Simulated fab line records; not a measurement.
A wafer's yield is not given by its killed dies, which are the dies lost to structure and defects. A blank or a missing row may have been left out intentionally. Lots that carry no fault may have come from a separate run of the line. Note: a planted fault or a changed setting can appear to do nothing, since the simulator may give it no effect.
fab line records    flow sky130
[record] lots = 14  wafers = 42  lastDay = 50
route steps=708 shown METAL2@503 PAD_OPEN@708
lots that met no fault: from a run of the same line without faults
startH: hours from the record's opening day to when the first of the lot's shown wafers began    waitH: how many hours have passed since the lot's step before this one    " as in the row above    L1.1+2: several wafers, shown together as one row    - no value present, or no start provided    * or withheld: withheld    < > ~ a bound
route shown NAME@n: NAME is a module with steps in the file, n the number in the route of the first one    usual: mean/standard deviation taken from wafers without a fault    same: alike in all rows    chamber/n: place in a boat    sites: each site's reading    _std_site: how widely they spread, as a standard deviation    _edge_site: inner sites' mean taken away from outer sites' mean    radiusMm: for every site, how far away it sits from the centre of the wafer    mask NAME#n: copy n    behind: the most recent tool/chamber to have shaped the wafer    hold: why the lot was held/for how many hours/how that ended    device: the n, p or np transistor that did not switch    end of line: at the end of the route, the tests of the same wafers    where a step has no rows: the recipe by itself    killed: the dies lost at the first sort to structure and to defects; this is not the yield of the wafer    map: the dies of a wafer, with x for killed, . for not killed, _ for no die there
set.NAME: the setting as run; set.NAME@STEP: as run at that earlier step    model.NAME: the simulator's own value behind a step, which no gauge read
steps of the route over a sample of lots; a table a step, a row a wafer
services: from which hour (startH, from the record's first day; less than 0 if before it) a tool's chamber was out of use, for how many hours, and why
[[steps]]
[step SKY_METAL2_STRIP_20]
[recipe] chemistry = O2/N2  powerW = 1400  pressureMtorr = 1500  platenTempC = withheld  o2FlowSccm = 3000  n2FlowSccm = 300  overashFraction = 0.5
[usual] chamberPressureMTorr = 1499.9/1.3  drypumpMotorCurrentA = 5.7/0.51  oesProductAu = 0.342/0.0049  stripTimeToEndpointS = 2.70/0.033
lot.wafer  tool            chamber  startH  waitH  chamberPressureMTorr  drypumpMotorCurrentA  oesProductAu  rfHoursCounterH  stripTimeToEndpointS
L899.1     plasmaAsher-04  1        829.63  0.1    1501.3                5.2                   0.350         101              2.72
L899.3     "               0        "       "      1500.1                6.3                   0.349         -                2.65
L899.6     "               0        "       "      1498.5                6.3                   0.354         -                2.69
L900.1     plasmaAsher-04  1        830.59  0.1    1500.2                5.2                   0.339         101              2.65
L900.5     "               0        "       "      1500.9                6.3                   0.343         -                2.76
L900.6     "               1        "       "      1501.5                5.2                   0.339         -                2.67
L901.4     plasmaAsher-04  0        842.99  0.1    1497.5                6.3                   0.344         -                2.76
L901.5     "               1        "       "      1501.3                5.2                   0.342         -                2.72
L901.6     "               0        "       "      1499.8                6.2                   0.335         -                2.67
L904.1     plasmaAsher-02  1        878.68  0.1    1498.8                5.6                   0.348         42               2.75
L904.2     "               0        "       "      1502.5                5.2                   0.346         42               2.68
L904.3     "               1        "       "      1499.9                5.6                   0.352         -                2.74
L902.1     plasmaAsher-01  0        879.68  0.1    1499.3                5.7                   0.341         77               2.69
L902.3     "               0        "       "      1499.8                5.7                   0.350         -                2.74
L902.5     "               0        "       "      1501.0                5.7                   0.344         -                2.71
L905.2     plasmaAsher-02  0        883.20  0.1    1499.9                5.2                   0.341         43               2.73
L905.5     "               1        "       "      1499.6                5.5                   0.336         -                2.73
L905.6     "               0        "       "      1499.8                5.2                   0.340         -                2.71
L906.2     plasmaAsher-02  0        888.24  0.1    1500.1                5.2                   0.342         43               2.70
L906.4     "               1        "       "      1496.6                5.5                   0.347         -                2.73
L906.5     "               0        "       "      1500.4                5.2                   0.336         -                2.74
L907.1     plasmaAsher-01  1        895.88  0.1    1500.3                6.5                   0.344         78               2.68
L907.2     "               0        "       "      1498.4                5.7                   0.340         78               2.73
L907.5     "               1        "       "      1499.6                6.5                   0.338         -                2.72
L908.1     plasmaAsher-04  1        899.80  0.1    1498.0                5.2                   0.345         107              2.72
L908.2     "               0        "       "      1499.0                6.3                   0.341         107              2.71
L908.3     "               1        "       "      1499.8                5.2                   0.344         -                2.69
L909.3     plasmaAsher-04  1        905.43  0.1    -                     -                     -             -                -
L909.5     "               0        "       "      -                     -                     -             -                -
L909.6     "               1        "       "      -                     -                     -             -                -
L910.2     plasmaAsher-02  1        914.55  0.1    -                     -                     -             -                -
L910.3     "               0        "       "      -                     -                     -             -                -
L910.5     "               1        "       "      -                     -                     -             -                -
L912.2     plasmaAsher-04  0        936.79  0.1    1499.2                6.3                   0.348         111              2.70
L912.3     "               1        "       "      1500.8                5.2                   0.343         -                2.69
L912.4     "               0        "       "      1497.8                6.3                   0.335         -                2.70
L918.1     plasmaAsher-01  1        965.23  0.1    1501.2                6.5                   0.342         85               2.79
L918.2     "               0        "       "      1503.2                5.7                   0.344         85               2.68
L918.3     "               1        "       "      1502.3                6.6                   0.347         -                2.80
L920.2     plasmaAsher-04  0        984.10  0.1    1499.9                6.3                   0.337         116              2.73
L920.3     "               1        "       "      1499.7                5.2                   0.337         -                2.72
L920.5     "               0        "       "      1499.6                6.3                   0.345         -                2.73
[step SKY_PAD_OPEN_PROBE_99]
[usual] defectLimitedYield = 82.5/1.9  killed_at_M0_to_M3 = 44/6.4  killed_at_M4_up = 3.4/2.1  killedAtContacts = 23/5  killedAtFrontEnd = 15/4.5  killedAtOther = 0.3/0.54  killedDies = 86/9.5  killedOnRim = 17/3.9  killedOpen = 48/6.9  killedShort = 38/5.9  sort_bin_3_pad_short = 0.8/0.44  sort_bin_5_function = 10.5/1.6  sort_bin_6_memory = 6.1/1.1  sortNPass = 406/9.5  sortYieldPct = 82.5/1.9
[same] grossDies = 492  killedAtBackSide = 0  sort_bin_4_leakage[%] = 0  sort_bin_8_speed[%] = 0
lot.wafer  tool       chamber  startH   waitH  defectLimitedYield[%]  killed_at_M0_to_M3  killed_at_M4_up  killedAtContacts  killedAtFrontEnd  killedAtOther  killedDies  killedOnRim  killedOpen  killedShort  sort_bin_3_pad_short[%]  sort_bin_5_function[%]  sort_bin_6_memory[%]  sortNPass  sortYieldPct[%]
L906.2     prober-02  -        1126.78  0.1    83.7                   38                  2                23                17                0              80          14           39          41           1.6                      7.1                     7.5                   412        83.7
L906.4     prober-02  -        1126.88  0.2    82.5                   41                  0                29                16                0              86          21           57          29           0.6                      11.2                    5.7                   406        82.5
L906.5     prober-02  -        1126.93  0.2    85.4                   36                  2                26                8                 0              72          18           41          31           0.8                      7.7                     6.1                   420        85.4
L907.2     prober-01  -        1133.47  0.1    79.3                   50                  7                20                24                1              102         22           50          48           1.6                      12.8                    6.3                   390        79.3
L907.5     prober-01  -        1133.62  0.2    82.5                   43                  4                18                21                0              86          21           43          42           0.8                      11.6                    5.1                   406        82.5
L909.3     prober-01  -        1140.76  0.2    0.4                    443                 5                29                13                0              490         94           55          42           0.2                      93.3                    6.1                   2          0.4
L909.5     prober-01  -        1140.86  0.2    0                      437                 3                27                25                0              492         96           55          34           1.0                      92.7                    6.3                   0          0
L909.6     prober-01  -        1140.91  0.2    0                      455                 2                19                16                0              492         96           37          29           0.6                      94.7                    4.7                   0          0
L910.2     prober-02  -        1147.63  0.1    0.2                    456                 5                23                7                 0              491         96           52          30           1.2                      93.3                    5.3                   1          0.2
L910.3     prober-02  -        1147.68  0.2    0.2                    439                 4                24                24                0              491         96           59          44           1.6                      90.7                    7.5                   1          0.2
L910.5     prober-02  -        1147.78  0.2    0                      444                 6                28                14                0              492         96           58          36           1.0                      94.1                    4.9                   0          0
L912.2     prober-01  -        1162.75  0.1    82.1                   40                  5                27                16                0              88          14           53          35           0.6                      10.6                    6.7                   404        82.1
L912.3     prober-01  -        1162.80  0.2    80.7                   48                  0                28                19                0              95          21           50          43           0.4                      11.2                    7.7                   397        80.7
L912.4     prober-01  -        1162.85  0.2    81.3                   49                  5                22                16                0              92          17           52          40           1.4                      10.0                    7.3                   400        81.3
// killed by level:class
L906.2 VIA1:geometricParticle:open=9 LI_CONTACT:geometricParticle:short=8 LI_CONTACT:geometricParticle:open=6 VIA3:geometricParticle:open=6 FIELD_ISO:geometricParticle:open=5 METAL1:geometricParticle:short=5 VIA1:geometricParticle:short=5 CONTACT:geometricParticle:open=4
L906.4 VIA1:geometricParticle:open=11 LI_CONTACT:geometricParticle:open=10 CONTACT:geometricParticle:open=10 FIELD_ISO:geometricParticle:open=7 VIA2:geometricParticle:open=7 VIA3:geometricParticle:open=7 VIA1:geometricParticle:short=6 POLY_GATE:geometricParticle:short=4
L906.5 CONTACT:geometricParticle:open=10 VIA1:geometricParticle:open=9 LI_CONTACT:geometricParticle:open=6 METAL1:geometricParticle:short=6 METAL2:geometricParticle:short=5 VIA3:geometricParticle:open=5 CONTACT:geometricParticle:short=4 VIA2:geometricParticle:open=4
L907.2 VIA1:geometricParticle:open=13 VIA2:geometricParticle:open=8 FIELD_ISO:geometricParticle:short=7 LI_CONTACT:geometricParticle:open=6 CONTACT:geometricParticle:open=6 VIA3:geometricParticle:open=5 METAL4:geometricParticle:short=5 POLY_GATE:geometricParticle:short=4
L907.5 VIA1:geometricParticle:short=9 FIELD_ISO:geometricParticle:open=7 VIA1:geometricParticle:open=7 VIA2:geometricParticle:open=7 POLY_GATE:geometricParticle:short=5 CONTACT:geometricParticle:short=5 LI_CONTACT:geometricParticle:open=5 CONTACT:geometricParticle:open=5
L909.3 VIA2:areaHdpcvd=393 VIA1:geometricParticle:open=13 LI_CONTACT:geometricParticle:open=9 CONTACT:geometricParticle:open=9 VIA1:geometricParticle:short=7 VIA3:geometricParticle:open=6 VIA2:geometricParticle:open=6 FIELD_ISO:geometricParticle:short=5
L909.5 VIA2:areaHdpcvd=403 LI_CONTACT:geometricParticle:open=11 VIA1:geometricParticle:open=10 FIELD_ISO:geometricParticle:open=8 FIELD_ISO:geometricParticle:short=7 CONTACT:geometricParticle:open=6 VIA3:geometricParticle:open=6 VIA2:geometricParticle:short=4
L909.6 VIA2:areaHdpcvd=426 LI_CONTACT:geometricParticle:open=8 POLY_GATE:geometricParticle:short=7 CONTACT:geometricParticle:open=7 VIA1:geometricParticle:open=7 METAL1:geometricParticle:short=5 FIELD_ISO:geometricParticle:open=3 LI_CONTACT:geometricParticle:short=3
L910.2 VIA2:areaHdpcvd=409 VIA1:geometricParticle:open=16 CONTACT:geometricParticle:open=8 LI_CONTACT:geometricParticle:open=6 VIA2:geometricParticle:open=6 VIA1:geometricParticle:short=5 VIA3:geometricParticle:open=5 FIELD_ISO:geometricParticle:open=4
L910.3 VIA2:areaHdpcvd=387 VIA1:geometricParticle:open=16 CONTACT:geometricParticle:open=12 FIELD_ISO:geometricParticle:short=8 CONTACT:geometricParticle:short=8 VIA1:geometricParticle:short=7 VIA3:geometricParticle:open=7 VIA2:geometricParticle:open=5
L910.5 VIA2:areaHdpcvd=396 CONTACT:geometricParticle:open=15 VIA1:geometricParticle:open=15 VIA2:geometricParticle:open=9 METAL2:geometricParticle:short=6 METAL4:geometricParticle:short=5 METAL1:geometricParticle:short=4 LI_CONTACT:geometricParticle:open=3
L912.2 VIA3:geometricParticle:open=14 LI_CONTACT:geometricParticle:open=9 CONTACT:geometricParticle:open=7 POLY_GATE:geometricParticle:open=6 VIA1:geometricParticle:open=5 METAL3:geometricParticle:short=5 LOCAL_INTERCONNECT:geometricParticle:short=4 CONTACT:geometricParticle:short=4
L912.3 VIA1:geometricParticle:open=11 CONTACT:geometricParticle:open=8 LOCAL_INTERCONNECT:geometricParticle:short=7 CONTACT:geometricParticle:short=6 VIA3:geometricParticle:open=6 VIA2:geometricParticle:open=6 METAL2:geometricParticle:short=6 FIELD_ISO:geometricParticle:open=5
L912.4 CONTACT:geometricParticle:open=10 VIA1:geometricParticle:open=10 VIA2:geometricParticle:open=8 FIELD_ISO:geometricParticle:open=5 METAL1:geometricParticle:open=5 VIA1:geometricParticle:short=5 LI_CONTACT:geometricParticle:short=4 METAL1:geometricParticle:short=4
[[services]]
tool            chamber  startH  hours  kind
plasmaAsher-02  -        817.29  14.6   pm
plasmaAsher-04  -        849.05  2.3    repair
plasmaAsher-04  -        861.03  1.9    repair
plasmaAsher-01  -        925.21  3.6    repair
plasmaAsher-04  -        941.53  2.4    repair
plasmaAsher-01  -        945.77  7.7    repair
plasmaAsher-02  -        963.70  4.3    repair
plasmaAsher-04  -        976.68  2.8    pm
plasmaAsher-02  -        977.03  2.0    repair
[[key]]
[firstSign] step = SKY_METAL2_STRIP_20  reading = toolRecord  direction = missing
[effect] step = SKY_PAD_OPEN_PROBE_99  reading = killed_at_M0_to_M3  direction = up  sigmas = 63  usual = 44  struck = 446
[moreKillsBornAt] SKY_VIA2_HDPCVD_00@hdpcvd-01 = 1222  SKY_VIA2_HDPCVD_00@hdpcvd-02 = 1192
metAt SKY_METAL2_STRIP_20
struckLots L909,L910
laterRowsLeftOut L909.3,L909.5,L909.6,L910.2,L910.3,L910.5
onsetBetween 899.80 905.43
[fault] kind = skippedStepWhole  tool = plasmaAsher-02,plasmaAsher-04  chamber = -  onsetH = 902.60  steps = SKY_METAL2_STRIP_20  scope = struckLotsOnly
// laterRowsLeftOut: the simulator's readings of these wafers behind a module that went badly wrong aren't trusted and aren't shown, but for the sort
